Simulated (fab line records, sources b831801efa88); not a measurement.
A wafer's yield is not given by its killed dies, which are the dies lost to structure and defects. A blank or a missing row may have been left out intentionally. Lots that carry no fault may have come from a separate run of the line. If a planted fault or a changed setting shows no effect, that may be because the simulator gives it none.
fab line records    flow sfq_line
[record] lots = 6  wafers = 18  last_day = 90
route steps=325 shown L0@4 L0V@16 M0@28
lots with no fault: from the same line, run without faults
start_h: hours from the record's opening day to when the first of the lot's shown wafers began    wait_h: hours elapsed since this lot's preceding step    " repeats the value in the row above    L1.1+2: one row covering several wafers at once    - no value present, or no start provided    * or withheld: withheld    < > ~ a bound
route shown NAME@n: names a module that has steps shown in the file, with the first one's number in the route    usual: the fault-free wafers' mean and standard deviation    same: alike in all rows    chamber/n: place in a boat    sites: per-site readings    _std_site: the values' standard deviation    _edge_site: the outer-site mean with the inner-site mean subtracted    radius_mm: for every site, how far away it sits from the centre of the wafer    mask NAME#n: copy n    behind: the tool/chamber that last shaped the wafer    hold: what put the lot on hold/how long, in hours/how the hold closed    device: whichever transistor did not switch (one of n, p or np)    end of line: at the end of the route, the tests of the same wafers    a step given without rows: its recipe and nothing more    killed: at the first sort, the dies lost to defects and structure; wafer yield is something else    map: the dies of a wafer, with x for killed, . for not killed, _ for no die there
set.NAME: the setting as run; set.NAME@STEP: as run at that earlier step    model.NAME: the simulator's own value behind a step, which no gauge read
a table for each step, a row for each wafer; lots at some steps of the route
services: from which hour (start_h, from the record's first day; less than 0 if before it) a tool's chamber was out of use, for how many hours, and why
[[steps]]
[step SFQ_L0_RS_MEAS_901]
[recipe] thk_meas_gauge = four-point-probe  reads = MoNx_KI_of_TRILAYER_L0_DEP_SPUTTER_003
[usual] L0_MONX_KI_RS = 43.5/0.52
lot.wafer  tool           chamber  start_h  wait_h  L0_MONX_KI_RS[ohm/sq]
L163.1     film_metro-01  -        37.56    0.0     43.4
L163.3     "              -        "        "       43.5
L163.6     "              -        "        "       42.9
L169.1     film_metro-04  -        67.56    0.0     43.3
L169.2     "              -        "        "       43.7
L169.4     "              -        "        "       43.8
L171.1     film_metro-01  -        77.56    0.0     44.5
L171.5     "              -        "        "       43.5
L171.6     "              -        "        "       43.6
L176.2     film_metro-01  -        102.58   0.1     42.6
L176.3     "              -        "        "       42.8
L176.5     "              -        "        "       42.4
L177.2     film_metro-04  -        107.58   0.1     43.8
L177.3     "              -        "        "       44.1
L177.6     "              -        "        "       44.1
L179.3     film_metro-04  -        117.60   0.1     43.5
L179.4     "              -        "        "       43.8
L179.5     "              -        "        "       43.9
[step SFQ_L0_THK_MEAS_902]
[recipe] thk_meas_gauge = xrf  reads = MoNx_KI_of_TRILAYER_L0_DEP_SPUTTER_003
[usual] L0_MONX_KI_THK = 40.0/0.5
lot.wafer  tool           chamber  start_h  wait_h  L0_MONX_KI_THK[nm]
L163.1     film_metro-01  -        37.68    0.1     39.9
L163.3     "              -        "        "       40.3
L163.6     "              -        "        "       40.7
L169.1     film_metro-04  -        67.68    0.1     40.3
L169.2     "              -        "        "       39.9
L169.4     "              -        "        "       40.0
L171.1     film_metro-01  -        77.68    0.1     39.2
L171.5     "              -        "        "       39.8
L171.6     "              -        "        "       39.7
L176.2     film_metro-01  -        102.69   0.1     40.5
L176.3     "              -        "        "       40.5
L176.5     "              -        "        "       40.9
L177.2     film_metro-04  -        107.69   0.1     40.2
L177.3     "              -        "        "       39.5
L177.6     "              -        "        "       39.6
L179.3     film_metro-04  -        117.70   0.1     40.2
L179.4     "              -        "        "       39.9
L179.5     "              -        "        "       39.9
[step SFQ_TRILAYER_L0_LITHO_COAT_010]
[recipe] resist = BARC  spin_rpm = 3000  resist_thk_nm = 62
[step SFQ_TRILAYER_L0_LITHO_COAT_005]
[recipe] resist = KrF  spin_rpm = 3000  resist_thk_nm = 600
[step SFQ_TRILAYER_L0_LITHO_SOFTBAKE_009]
[recipe] temp_c = withheld  time_s = withheld  resist = KrF
[step SFQ_TRILAYER_L0_LITHO_EXPOSE_006]
[recipe] mask_id = L0  na = 0.6  source_shape = conventional  sigma_outer = 0.65  target_cd_nm = 2000  dose_mj = 14.4
[step SFQ_TRILAYER_L0_LITHO_PEB_008]
[recipe] peb_temp_c = 115  peb_time_s = 60  resist = KrF
[step SFQ_TRILAYER_L0_LITHO_DEVELOP_007]
[recipe] time_s = 60  resist = KrF
[step SFQ_TRILAYER_L0_BARC_OPEN_METAL_ETCH_010]
[recipe] mask_material = PR  chemistry = O2  target_depth_nm = 125  target = BARC  icp_w = 600  bias_w = 80  pressure_mtorr = 10  time_s = 41.7
[usual] drypump_motor_current_A = 5.5/0.57  oes_product_au = 0.685/0.0045
lot.wafer  tool          chamber  start_h  wait_h  drypump_motor_current_A  oes_product_au  rf_hours_counter_h
L163.1     rie_metal-02  1        110.47   0.1     5.8                      0.680           86
L163.3     "             0        "        "       5.0                      0.676           -
L163.6     "             0        "        "       5.0                      0.682           -
L169.1     rie_metal-03  1        144.32   0.1     5.3                      0.692           98
L169.2     "             0        "        "       5.1                      0.683           117
L169.4     "             1        "        "       5.2                      0.687           -
L171.1     rie_metal-03  1        161.07   0.1     5.3                      0.679           101
L171.5     "             0        "        "       5.1                      0.681           -
L171.6     "             1        "        "       5.2                      0.691           -
L176.2     rie_metal-03  0        195.10   0.1     5.1                      0.686           126
L176.3     "             0        "        "       5.1                      0.685           -
L176.5     "             1        "        "       5.3                      0.678           -
L177.2     rie_metal-01  1        203.85   0.1     6.7                      0.687           98
L177.3     "             0        "        "       5.1                      0.684           -
L177.6     "             0        "        "       5.1                      0.681           -
L179.3     rie_metal-03  1        215.87   0.1     5.2                      0.677           -
L179.4     "             0        "        "       5.1                      0.682           -
L179.5     "             1        "        "       5.2                      0.689           -
[step SFQ_TRILAYER_L0_ETCH_METAL_ETCH_008]
[recipe] target = MoNx_KI  stop_on = SiO2  mask_material = PR  chemistry = SF6/O2  target_depth_nm = 50  icp_w = 600  bias_w = 80  pressure_mtorr = 10  time_s = 25
[usual] drypump_motor_current_A = 5.5/0.57  oes_product_au = 0.874/0.0074
lot.wafer  tool          chamber  start_h  wait_h  drypump_motor_current_A  oes_product_au  rf_hours_counter_h
L163.1     rie_metal-02  1        110.53   0.0     5.8                      0.869           86
L163.3     "             0        "        "       5.0                      0.879           -
L163.6     "             0        "        "       5.0                      0.876           -
L169.1     rie_metal-03  1        144.38   0.0     5.2                      0.880           98
L169.2     "             0        "        "       5.1                      0.870           117
L169.4     "             1        "        "       5.2                      0.876           -
L171.1     rie_metal-03  1        161.13   0.0     5.2                      0.864           101
L171.5     "             0        "        "       5.1                      0.877           -
L171.6     "             1        "        "       5.2                      0.869           -
L176.2     rie_metal-03  0        195.16   0.0     5.1                      0.885           127
L176.3     "             0        "        "       5.1                      0.875           -
L176.5     "             1        "        "       5.3                      0.888           -
L177.2     rie_metal-01  1        203.91   0.0     6.7                      0.876           98
L177.3     "             0        "        "       5.1                      0.863           -
L177.6     "             0        "        "       5.1                      0.863           -
L179.3     rie_metal-03  1        215.92   0.0     5.3                      0.871           -
L179.4     "             0        "        "       5.1                      0.876           -
L179.5     "             1        "        "       5.3                      0.870           -
[step SFQ_TRILAYER_L0_STRIP_STRIP_009]
[recipe] gas = O2  power_w = 200  platen_temp_c = 40  overash_fraction = 0.65  chemistry = O2  pressure_mtorr = 50
[usual] drypump_motor_current_A = 5.5/0.57  oes_product_au = 0.998/0.0092  platen_temp_c = 40.01/0.11
lot.wafer  tool          chamber  start_h  wait_h  drypump_motor_current_A  oes_product_au  platen_temp_c  rf_hours_counter_h
L163.1     rie_metal-02  1        110.58   0.0     5.7                      0.988           40.13          87
L163.3     "             0        "        "       5.0                      0.999           40.12          -
L163.6     "             0        "        "       5.0                      0.997           40.01          -
L169.1     rie_metal-03  1        144.42   0.0     5.2                      0.999           40.02          98
L169.2     "             0        "        "       5.1                      0.999           40.23          117
L169.4     "             1        "        "       5.2                      1.007           40.15          -
L171.1     rie_metal-03  1        161.18   0.0     5.3                      1.017           40.15          101
L171.5     "             0        "        "       5.1                      0.999           39.91          -
L171.6     "             1        "        "       5.3                      1.010           40.02          -
L176.2     rie_metal-03  0        195.21   0.0     5.1                      0.999           39.97          127
L176.3     "             0        "        "       5.1                      0.999           39.99          -
L176.5     "             1        "        "       5.3                      1.006           40.00          -
L177.2     rie_metal-01  1        203.95   0.0     6.6                      0.985           40.10          98
L177.3     "             0        "        "       5.1                      1.011           40.12          -
L177.6     "             0        "        "       5.1                      1.006           40.15          -
L179.3     rie_metal-03  1        216.15   0.2     5.3                      0.991           40.02          -
L179.4     "             0        "        "       5.1                      0.993           39.93          -
L179.5     "             1        "        "       5.3                      1.006           39.79          -
[step SFQ_TRILAYER_L0_STRIP_SOLV_CLEAN_010]
[recipe] chemistry = NMP  temp_c = 70  time_s = 600
[step SFQ_TRILAYER_L0_CAP_PECVD_011]
[recipe] material = SiO2  temp_c = 150  time_s = 13.333  pressure_torr = 2.4  rf_w = 183.3  precursor = SiH4/N2O  target_thk_nm = 60
[usual] heater_power_w = 89/9.3  throttle_valve_pct = 24.7/1.2
lot.wafer  tool      chamber  start_h  wait_h  heater_power_w  throttle_valve_pct  model.SiO2_of_TRILAYER_L0_CAP_PECVD_011.thk_nm
L163.1     pecvd-04  0        111.36   0.0     83              24.3                60.02
L163.3     "         1        "        "       77              23.2                60.93
L163.6     "         0        "        "       85              24.5                60.45
L169.1     pecvd-03  2        145.20   0.0     72              24.8                45.42
L169.2     "         0        "        "       98              26.1                59.49
L169.4     "         1        "        "       92              27.2                60.6
L171.1     pecvd-03  2        161.95   0.0     75              24.9                46.12
L171.5     "         0        "        "       95              25.8                47.83
L171.6     "         1        "        "       93              26.9                61.13
L176.2     pecvd-02  1        195.98   0.0     101             25.5                59.46
L176.3     "         2        "        "       78              23.5                58.42
L176.5     "         0        "        "       96              24.2                60.71
L177.2     pecvd-02  1        204.73   0.0     100             25.4                58.99
L177.3     "         0        "        "       97              24.1                58.57
L177.6     "         2        "        "       89              23.8                59.72
L179.3     pecvd-03  2        216.73   0.0     77              22.4                59.03
L179.4     "         0        "        "       113             22.7                61.53
L179.5     "         1        "        "       96              24.3                60.92
[step SFQ_TRILAYER_L0_VIA_LITHO_COAT_018]
[recipe] resist = BARC  spin_rpm = 3000  resist_thk_nm = 62
[step SFQ_TRILAYER_L0_VIA_LITHO_COAT_013]
[recipe] resist = KrF  spin_rpm = 3000  resist_thk_nm = 650
[step SFQ_TRILAYER_L0_VIA_LITHO_SOFTBAKE_017]
[recipe] temp_c = withheld  time_s = withheld  resist = KrF
[step SFQ_TRILAYER_L0_VIA_LITHO_EXPOSE_014]
[recipe] mask_id = L0V  na = 0.6  source_shape = conventional  sigma_outer = 0.65  target_cd_nm = 700  dose_mj = 21.3
[step SFQ_TRILAYER_L0_VIA_LITHO_PEB_016]
[recipe] peb_temp_c = 115  peb_time_s = 60  resist = KrF
[step SFQ_TRILAYER_L0_VIA_LITHO_DEVELOP_015]
[recipe] time_s = 60  resist = KrF
[step SFQ_L0V_OVL_MEAS_903]
[usual] L0V_OVL = 1/6.4
lot.wafer  tool        chamber  start_h  wait_h  L0V_OVL[nm]
L163.1     overlay-02  -        208.65   0.1     3
L163.3     "           -        "        "       -2
L163.6     "           -        "        "       2
L169.1     overlay-02  -        242.89   0.1     8
L169.2     "           -        "        "       9
L169.4     "           -        "        "       12
L171.1     overlay-01  -        259.69   0.1     4
L171.5     "           -        "        "       7
L171.6     "           -        "        "       6
L176.2     overlay-02  -        303.15   0.1     11
L176.3     "           -        "        "       9
L176.5     "           -        "        "       5
L177.2     overlay-02  -        315.50   0.1     11
L177.3     "           -        "        "       11
L177.6     "           -        "        "       5
L179.3     overlay-02  -        327.51   0.1     1
L179.4     "           -        "        "       -4
L179.5     "           -        "        "       -6
[step SFQ_TRILAYER_L0_VIA_BARC_OPEN_VIA_ETCH_021]
[recipe] mask_material = PR  chemistry = O2  target_depth_nm = 125  target = BARC  source_w = 500  bias_w = 80  pressure_mtorr = 30  time_s = 41.7
[usual] drypump_motor_current_A = 5.7/0.36  oes_product_au = 0.685/0.0047
lot.wafer  tool         chamber  start_h  wait_h  drypump_motor_current_A  oes_product_au  rf_hours_counter_h
L163.1     rie_diel-02  0        208.68   0.0     5.5                      0.685           4
L163.3     "            3        "        "       5.8                      0.691           8
L163.6     "            1        "        "       4.9                      0.689           -
L169.1     rie_diel-02  1        242.93   0.0     4.9                      0.686           3
L169.2     "            2        "        "       5.9                      0.684           6
L169.4     "            0        "        "       5.5                      0.681           4
L171.1     rie_diel-03  1        259.73   0.0     5.7                      0.685           7
L171.5     "            2        "        "       6.2                      0.688           -
L171.6     "            1        "        "       5.7                      0.683           -
L176.2     rie_diel-03  1        303.18   0.0     5.7                      0.686           8
L176.3     "            0        "        "       5.3                      0.685           7
L176.5     "            1        "        "       5.7                      0.684           -
L177.2     rie_diel-04  1        315.53   0.0     5.7                      0.689           132
L177.3     "            0        "        "       6.2                      0.678           8
L177.6     "            0        "        "       6.2                      0.687           -
L179.3     rie_diel-04  3        327.53   0.0     6.3                      0.692           1
L179.4     "            3        "        "       6.3                      0.691           -
L179.5     "            2        "        "       5.9                      0.681           -
[step SFQ_TRILAYER_L0_VIA_ETCH_VIA_ETCH_016]
[recipe] target = SiO2  stop_on = MoNx_KI  mask_material = PR  chemistry = CHF3  target_depth_nm = 80  source_w = 500  bias_w = 80  pressure_mtorr = 30  time_s = withheld
[usual] drypump_motor_current_A = 5.7/0.36  oes_product_au = 0.842/0.0078
lot.wafer  tool         chamber  start_h  wait_h  drypump_motor_current_A  oes_product_au  model.etch.depth_nm  model.L0V.feature_depth_nm
L163.1     rie_diel-02  0        208.72   0.0     5.5                      0.839           60.02                60.02
L163.3     "            3        "        "       5.7                      0.860           60.93                60.93
L163.6     "            1        "        "       4.9                      0.842           60.45                60.45
L169.1     rie_diel-02  1        242.97   0.0     4.9                      0.727           45.42                45.42
L169.2     "            2        "        "       5.8                      0.840           59.49                59.49
L169.4     "            0        "        "       5.5                      0.845           60.6                 60.6
L171.1     rie_diel-03  1        259.77   0.0     5.7                      0.735           46.12                46.12
L171.5     "            2        "        "       6.2                      0.746           47.83                47.83
L171.6     "            1        "        "       5.7                      0.851           61.13                61.13
L176.2     rie_diel-03  1        303.22   0.0     5.7                      0.837           59.46                59.46
L176.3     "            0        "        "       5.3                      0.828           58.42                58.42
L176.5     "            1        "        "       5.7                      0.853           60.71                60.71
L177.2     rie_diel-04  1        315.57   0.0     5.7                      0.834           58.99                58.99
L177.3     "            0        "        "       6.2                      0.827           58.57                58.57
L177.6     "            0        "        "       6.2                      0.834           59.72                59.72
L179.3     rie_diel-04  3        327.57   0.0     6.2                      0.834           59.03                59.03
L179.4     "            3        "        "       6.3                      0.848           61.53                61.53
L179.5     "            2        "        "       6.0                      0.849           60.92                60.92
[step SFQ_TRILAYER_L0_VIA_STRIP_STRIP_017]
[recipe] gas = O2  power_w = 200  platen_temp_c = 40  overash_fraction = 0.65  chemistry = O2  pressure_mtorr = 50
[usual] drypump_motor_current_A = 5.6/0.59  oes_product_au = 1.001/0.0083  platen_temp_c = 40.01/0.11
lot.wafer  tool          chamber  start_h  wait_h  drypump_motor_current_A  oes_product_au  platen_temp_c  rf_hours_counter_h
L163.1     rie_metal-01  0        208.77   -       5.1                      1.001           40.04          132
L163.3     "             0        "        "       5.1                      1.006           40.04          -
L163.6     "             0        "        "       5.1                      0.999           40.02          -
L169.1     rie_metal-01  1        243.01   -       6.7                      0.986           39.96          105
L169.2     "             0        "        "       5.1                      1.002           40.06          138
L169.4     "             1        "        "       6.6                      0.986           40.19          -
L171.1     rie_metal-03  1        259.81   -       5.2                      1.005           39.87          117
L171.5     "             1        "        "       5.2                      0.997           39.98          -
L171.6     "             0        "        "       5.1                      0.991           40.01          -
L176.2     rie_metal-03  0        303.26   -       5.1                      1.001           40.08          142
L176.3     "             0        "        "       5.1                      0.999           40.14          -
L176.5     "             0        "        "       5.1                      1.002           40.10          -
L177.2     rie_metal-04  1        315.62   -       5.9                      1.003           39.94          6
L177.3     "             0        "        "       5.7                      1.009           39.92          -
L177.6     "             1        "        "       5.9                      1.005           39.90          -
L179.3     rie_metal-01  1        327.82   -       6.6                      0.987           39.78          -
L179.4     "             0        "        "       5.1                      1.012           39.94          -
L179.5     "             1        "        "       6.7                      1.001           39.76          -
[step SFQ_TRILAYER_L0_VIA_STRIP_SOLV_CLEAN_018]
[recipe] chemistry = NMP  temp_c = 70  time_s = 600
[step SFQ_TRILAYER_M0_DEP_PRE_CLEAN_020]
[recipe] gas = Ar  time_s = 15  bias_v = 250
lot.wafer  tool            chamber  start_h  wait_h  model.SiO2_of_TRILAYER_L0_CAP_PECVD_011.thk_nm
L163.1     pvd_sputter-04  -        209.55   0.0     55.02
L163.3     "               -        "        "       55.93
L163.6     "               -        "        "       55.45
L169.1     pvd_sputter-04  -        243.79   0.0     40.42
L169.2     "               -        "        "       54.5
L169.4     "               -        "        "       55.6
L171.1     pvd_sputter-06  -        260.59   0.0     41.12
L171.5     "               -        "        "       42.83
L171.6     "               -        "        "       56.13
L176.2     pvd_sputter-06  -        304.04   0.0     54.46
L176.3     "               -        "        "       53.42
L176.5     "               -        "        "       55.71
L177.2     pvd_sputter-05  -        316.41   0.0     53.99
L177.3     "               -        "        "       53.57
L177.6     "               -        "        "       54.72
L179.3     pvd_sputter-06  -        328.41   0.0     54.03
L179.4     "               -        "        "       56.53
L179.5     "               -        "        "       55.92
[step SFQ_TRILAYER_M0_DEP_SPUTTER_019]
[recipe] material = Nb  base_pressure_pa = 1.33e-06  chamber_pressure_pa = 0.1333  substrate_temp_c = 20  resputter_cathode_voltage_v = 400  target_thk_nm = 200  power_w = 2000  time_s = 133.3
[[services]]
tool            chamber  start_h  hours  kind
rie_diel-02     -        89.11    4.5    repair
rie_diel-02     -        93.11    1.1    repair
rie_metal-01    -        95.75    2.5    repair
rie_diel-04     2        109.33   10.8   repair
rie_metal-01    -        113.85   4.7    repair
rie_diel-03     2        135.97   4.2    repair
rie_diel-02     -        147.82   0.1    repair
rie_diel-02     -        150.88   15.6   pm
rie_diel-04     -        166.57   1.9    repair
rie_diel-02     3        168.07   21.1   repair
rie_diel-03     2        172.47   10.4   repair
rie_diel-04     3        173.94   3.7    repair
rie_diel-02     -        180.63   0.2    repair
pvd_sputter-06  -        181.17   2.0    repair
rie_diel-03     3        186.78   9.6    repair
rie_diel-02     1        187.09   4.8    repair
rie_diel-04     1        211.33   4.6    repair
rie_diel-03     3        236.02   2.0    repair
rie_diel-04     3        250.33   1.7    repair
rie_diel-03     3        261.07   8.6    repair
rie_diel-02     -        263.63   2.2    repair
rie_diel-02     -        292.79   0.3    repair
rie_diel-04     -        305.00   0.2    repair
rie_diel-04     -        313.76   0.1    repair
[[key]]
[first_sign] step = SFQ_TRILAYER_L0_VIA_ETCH_VIA_ETCH_016  reading = oes_product_au  direction = down  sigmas = 14  usual = 0.842  struck = 0.736
effect none on later readings
[model_effect] step = SFQ_TRILAYER_L0_CAP_PECVD_011  value = SiO2_of_TRILAYER_L0_CAP_PECVD_011.thk_nm  without = 60.13  struck = 46.46
[model_effect] step = SFQ_TRILAYER_L0_VIA_ETCH_VIA_ETCH_016  value = etch.depth_nm  without = 60.13  struck = 46.46
[model_effect] step = SFQ_TRILAYER_M0_DEP_PRE_CLEAN_020  value = SiO2_of_TRILAYER_L0_CAP_PECVD_011.thk_nm  without = 55.13  struck = 41.46
met_at SFQ_TRILAYER_L0_CAP_PECVD_011
struck_wafers L169.1,L171.1,L171.5
[fault] kind = process_parameter_drift  tool = pecvd-03  chamber = -  onset_h = 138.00  steps = SFQ_TRILAYER_L0_CAP_PECVD_011  channel = target_thk_nm  offset = -13.704  shape = step  end_h = 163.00  scope = struck_wafers_only  acts_in = these_recipes_only  stated = 60
